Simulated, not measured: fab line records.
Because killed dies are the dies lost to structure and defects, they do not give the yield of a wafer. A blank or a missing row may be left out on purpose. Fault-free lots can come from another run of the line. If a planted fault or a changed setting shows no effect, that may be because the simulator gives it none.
A single fault, viewed from 2 desks | flow sky130 | each desk has only its own numbers; what lay behind them comes last

## AT THE TOOL OWNER'S DESK: rtp-anneal-01
At SKY_SD_N_RTA_14 (time 2 s), the tool's own readings, given per lot that ran on this tool as the mean of the sampled wafers with a number. Marked OUT: a lot whose mean sits more than 4 standard deviations from the usual mean, which makes it out of limits; the brackets give that distance.
Columns: A = lamp-power-pct at SKY_SD_N_RTA_14, usual 15.73 %; B = wafer_temp_C_max at SKY_SD_N_RTA_14, usual 1078.0
lot  | first seen here | A               | B
L651 | day 29 11:37    | 15.72           | 1079.4
L652 | day 29 17:01    | 15.72           | 1077.8
L654 | day 30 19:10    | 15.75           | 1076.9
L658 | day 31 22:34    | 16.53 (+16) OUT | 1105.6 (+21) OUT
L660 | day 32 11:37    | 16.46 (+14) OUT | 1106.0 (+22) OUT
L668 | day 34 18:28    | 15.72           | 1078.4
This desk finds L658, L660 out of limits, L658 being first, at day 31 22:34 (lamp-power-pct at SKY_SD_N_RTA_14). In limits: L651, L652, L654, L668.

## METROLOGY DESK
What the gauges read for every lot (on any tool): the sampled wafers with a number, averaged. Marked OUT: a lot whose mean sits more than 4 standard deviations from the usual mean, which makes it out of limits; the brackets give that distance.
Columns: A = SD_N_RS at SKY_SD_N_RS_MEAS_16, usual 68.59 ohm/sq; B = SD_P_RS at SKY_SD_N_RS_MEAS_17, usual 147.16 ohm/sq; C = cd-nm at SKY_VIA1_CD_MEAS_12, usual 150.0 nm; D = VIA1_W_THK at SKY_VIA1_THK_MEAS_23, usual 265 nm
lot  | first seen here | A               | B                | C     | D
L648 | day 29 04:11    | 68.53           | 147.38           | 150.4 | 265
L651 | day 29 11:47    | 68.70           | 147.61           | 149.6 | 271
L650 | day 29 12:34    | 68.62           | 146.81           | 151.4 | 263
L652 | day 29 17:11    | 68.50           | 147.11           | 150.6 | 262
L654 | day 30 19:20    | 68.54           | 147.14           | 150.4 | 269
L658 | day 31 22:46    | 63.70 (-49) OUT | 123.94 (-77) OUT | 152.2 | 269
L660 | day 32 11:47    | 63.53 (-51) OUT | 123.46 (-79) OUT | 149.9 | 263
L661 | day 32 15:18    | 68.65           | 147.67           | 149.9 | 270
L663 | day 33 03:42    | 68.50           | 146.94           | 148.8 | 261
L668 | day 34 18:38    | 68.60           | 147.11           | 152.1 | 264
L669 | day 34 21:00    | 68.51           | 146.91           | 148.4 | 266
Finding of this desk: L658, L660 out of limits, first seen on L658 at day 31 22:46 (SD_N_RS at SKY_SD_N_RS_MEAS_16). In limits: L648, L651, L650, L652, L654, L661, L663, L668, L669.

## PUT TOGETHER
At day 31 22:34, on L658, L660, the tool owner's desk was in a position to raise an alarm.
The metrology desk could have raised an alarm at day 31 22:46, on L658, L660.
SKY_SD_N_RTA_14 was run on rtp-anneal-01 by each of the lots named.

## WHAT THE SIMULATOR HAD INSERTED
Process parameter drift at SKY_SD_N_RTA_14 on rtp-anneal-01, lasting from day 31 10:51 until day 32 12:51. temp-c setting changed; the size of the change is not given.
Struck lots among those shown: L658, L660.
Fault start to first reading out of limits, in hours, per desk: tool owner, 12; metrology, 12.
